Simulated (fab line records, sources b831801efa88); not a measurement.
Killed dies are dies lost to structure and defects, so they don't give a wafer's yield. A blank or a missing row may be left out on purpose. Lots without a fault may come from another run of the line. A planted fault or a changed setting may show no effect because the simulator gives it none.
Problem report in the 8D (eight disciplines) form, filled by code | flow sky130 | the parts of the form that need people (team, actions taken, sign-off) are left out

1. THE PROBLEM
VIA1_W_RS at SKY_VIA1_RS_MEAS_22 reads a mean of 0.623 ohm/sq on 4 wafers of 2 lots; wafers without a fault read 0.423 ohm/sq with a standard deviation of 0.0072. That is +28 standard deviations from the usual mean.
The step: measures by four-point-probe.
First seen on wafer L875.4, day 36 02:41, on film_metro-03. The record holds 18 wafers of 6 lots with a number at this step. Rule for "out", or "out of limits": more than 4 standard deviations from the usual mean. The other wafers with a number count as sound.

2. WHAT IT IS AND WHAT IT IS NOT
question                    | is                             | is not
which readings at this step | VIA1_W_RS                      | -
which lots                  | L875, L876                     | L872, L886, L890, L892
which wafers of those lots  | L875.4, L875.5, L876.4, L876.5 | L875.6, L876.3
read on which gauges        | film_metro-03, film_metro-04   | film_metro-02
when                        | from day 36 02:41              | up to then (4 sound wafers); but 10 sound wafers of L876, L886, L890, L892 came after

3. SUSPECTS, AND WHAT RULES EACH OUT
Counting: a tool at a process step up to the reading stays a suspect if it ran every lot that is out. Sound lots after the first of them don't rule it out here, since some wafers of a struck lot are sound.
- the gauge at SKY_VIA1_RS_MEAS_22: ruled out. The wafers that are out were read on 2 gauges (film_metro-03, film_metro-04).
- plasma_asher-02 at SKY_VIA1_STRIP_16 (strips in O2/N2): kept. It ran every lot that is out, first L875 (day 36 01:52).
- cvd_w-01 at SKY_VIA1_CVD_21 (deposits W, target thk 270 nm, time 80.902 s): kept. It ran every lot that is out, first L875 (day 36 02:33).
Left after counting: plasma_asher-02 at SKY_VIA1_STRIP_16, cvd_w-01 at SKY_VIA1_CVD_21.

4. THE CAUSE (what the simulator had put in)
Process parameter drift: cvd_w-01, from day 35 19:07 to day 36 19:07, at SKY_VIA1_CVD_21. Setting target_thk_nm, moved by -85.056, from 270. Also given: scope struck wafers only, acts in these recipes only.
Counting left 2 suspects, and this tool is among them.

5. THE CHAIN OF EFFECTS, in route order
Each row: a reading whose mean over the struck wafers that have a number lies more than 3 standard deviations from the usual. Only readings for which the record gives a usual standard deviation are gone through. hours: the time from each lot's start at the first step in this table that gives one to its start at this step, as a median over the lots. sigmas: the change in usual standard deviations.
hours | step                 | reading            | usual        | on struck wafers | change | sigmas
0     | SKY_VIA1_RS_MEAS_22  | VIA1_W_RS          | 0.423 ohm/sq | 0.623            | +0.200 | +28
0     | SKY_VIA1_THK_MEAS_23 | VIA1_W_THK         | 276 nm       | 188              | -88    | -17
0     | SKY_VIA1_CMP_24      | time_to_endpoint_s | 66.8 s       | 45.8             | -21.0  | -8.1
The process steps in it:
- SKY_VIA1_CMP_24: polishes, stops on SiO2, t overpolish 15 s, target thk 0 nm.

6. WHAT WOULD HAVE CAUGHT IT SOONER
In this record the first reading out of limits at a measuring or inspecting step was taken at day 36 02:41, 8 hours after the fault began at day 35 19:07.
Of the tool readings at SKY_VIA1_CVD_21 for which the record gives a usual standard deviation, none was out on any struck wafer, so an alarm limit of 4 standard deviations on them would not have fired.
Of the lots that are out (2), L876 began SKY_VIA1_CVD_21 on cvd_w-01 after day 36 02:41. A hold on the tool at that time would have spared it.
